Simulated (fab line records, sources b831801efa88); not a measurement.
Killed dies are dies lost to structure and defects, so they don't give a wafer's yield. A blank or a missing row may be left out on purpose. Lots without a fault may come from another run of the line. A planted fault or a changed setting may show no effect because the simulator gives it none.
A struck lot beside a sound one | flow sfq_line | 19 steps out of a route of 325
Sound: wafers L435.2, L435.4, L435.5. Struck: wafers L439.4, L439.6. (L439.2 of the same lot was not struck and is left out.) The cause comes at the end.
At each step with rows: each side's tool, then ch and its chambers, then its first start. Under that, the readings that differ: sound wafers | struck wafers | difference of the means | sigmas: that difference in standard deviations of wafers without a fault.
alike: readings whose means differ by less than 2 such deviations, and words and numbers that are the same on both sides. not compared: withheld readings, readings that some wafer has no value for, bounds like >300 that may hide the same value, and numbers for which the record gives no deviation and whose values overlap.
The two part at a step that has a row with sigmas, a row that says differs or no value, or rows on one side only. Numbers that don't overlap but have no deviation are shown without sigmas and don't part them. A reading that every wafer of one side lacks parts them only if that side has two wafers or more.

SFQ_M2_OVL_MEAS_916:
  sound on overlay-02, day 26 06:51; struck on overlay-01, day 27 12:32
  alike: M2_OVL
then, 1 step without rows for these wafers: SFQ_TRILAYER_M2_BARC_OPEN_METAL_ETCH_077 (etches BARC in O2, target depth 125 nm, time 41.7 s).
SFQ_TRILAYER_M2_ETCH_METAL_ETCH_060: etches Nb in Cl2/Ar, stops on SiO2, target depth 240 nm, time 120 s.
  sound on rie_metal-03 ch 1, day 26 06:56; struck on rie_metal-04 ch 1, day 27 12:38
  alike: drypump_motor_current_A, oes_product_au
  not compared: rf_hours_counter_h
SFQ_TRILAYER_M2_STRIP_STRIP_061: strips in O2.
  sound on rie_metal-03 ch 1, day 26 07:04; struck on rie_metal-04 ch 1, day 27 12:46
  alike: drypump_motor_current_A, oes_product_au
  not compared: rf_hours_counter_h
then, 1 step without rows for these wafers: SFQ_TRILAYER_M2_STRIP_SOLV_CLEAN_062 (cleans in NMP, time 600 s).
SFQ_TRILAYER_I2_DEP_PECVD_063: deposits SiO2 from SiH4/N2O, time 111.11 s, target thk 500 nm.
  sound on pecvd-01 ch 1,2, day 26 07:50; struck on pecvd-04 ch 1,2, day 27 13:32
  alike: heater_power_outer_w, heater_power_w, showerhead_vpp_V, throttle_valve_pct
then, 1 step without rows for these wafers: SFQ_TRILAYER_I2_CMP_CMP_064 (polishes SiO2).
SFQ_I2_BOW_MEAS_917:
  sound on film_metro-03, day 26 11:05; struck on film_metro-04, day 27 18:49
  alike: I2_BOW
SFQ_TRILAYER_I2_METRO_MEASURE_065:
  sound on film_metro-03, day 26 11:23; struck on film_metro-04, day 27 19:07
  alike: thk_nm
then, 3 steps without rows for these wafers: SFQ_TRILAYER_I2_VIA_LITHO_COAT_072 (resist thk 62 nm); SFQ_TRILAYER_I2_VIA_LITHO_COAT_067 (resist thk 650 nm); SFQ_TRILAYER_I2_VIA_LITHO_SOFTBAKE_071.
SFQ_TRILAYER_I2_VIA_LITHO_EXPOSE_068: exposes mask I2, target cd 500 nm.
  sound on krf_scanner-02 ch 0, day 26 14:22; struck on krf_scanner-02 ch 0, day 28 05:35
  alike: mask
then, 2 steps without rows for these wafers: SFQ_TRILAYER_I2_VIA_LITHO_PEB_070 (peb time 60 s); SFQ_TRILAYER_I2_VIA_LITHO_DEVELOP_069 (time 60 s).
SFQ_I2_OVL_MEAS_918:
  sound on overlay-02, day 26 15:41; struck on overlay-02, day 28 06:53
  reading     | sound      | struck | difference | sigmas
  I2_OVL (nm) | -14 -8 -14 | 6 5    | +18        | +3
SFQ_TRILAYER_I2_VIA_BARC_OPEN_VIA_ETCH_096: etches BARC in O2, target depth 125 nm, time 41.7 s.
  sound on rie_diel-03 ch 1,2,3, day 26 15:43; struck on rie_diel-03 ch 2, day 28 06:55
  reading             | sound             | struck    | difference | sigmas
  model.I2.cd_nm (nm) | 497.7 496.9 496.5 | 514 514.3 | +17        |
  alike: drypump_motor_current_A, oes_product_au
  not compared: rf_hours_counter_h
SFQ_TRILAYER_I2_VIA_ETCH_VIA_ETCH_070: etches SiO2 in CHF3, stops on Nb, target depth 260 nm.
  sound on rie_diel-03 ch 1,2,3, day 26 15:45; struck on rie_diel-03 ch 2, day 28 06:58
  reading             | sound             | struck      | difference | sigmas
  model.I2.cd_nm (nm) | 496.7 495.4 495.6 | 514.7 516.6 | +19.8      |
  alike: drypump_motor_current_A, oes_product_au
SFQ_TRILAYER_I2_VIA_STRIP_STRIP_071: strips in O2.
  sound on rie_metal-04 ch 0,1, day 26 15:52; struck on rie_metal-02 ch 1, day 28 07:05
  alike: drypump_motor_current_A, oes_product_au
  not compared: rf_hours_counter_h

WHERE THEY PART
Only at SFQ_I2_OVL_MEAS_918, within this record. Later steps at which nothing parts them and some readings are alike: SFQ_TRILAYER_I2_VIA_BARC_OPEN_VIA_ETCH_096, SFQ_TRILAYER_I2_VIA_ETCH_VIA_ETCH_070, SFQ_TRILAYER_I2_VIA_STRIP_STRIP_071.

WHY: what the simulator had put in
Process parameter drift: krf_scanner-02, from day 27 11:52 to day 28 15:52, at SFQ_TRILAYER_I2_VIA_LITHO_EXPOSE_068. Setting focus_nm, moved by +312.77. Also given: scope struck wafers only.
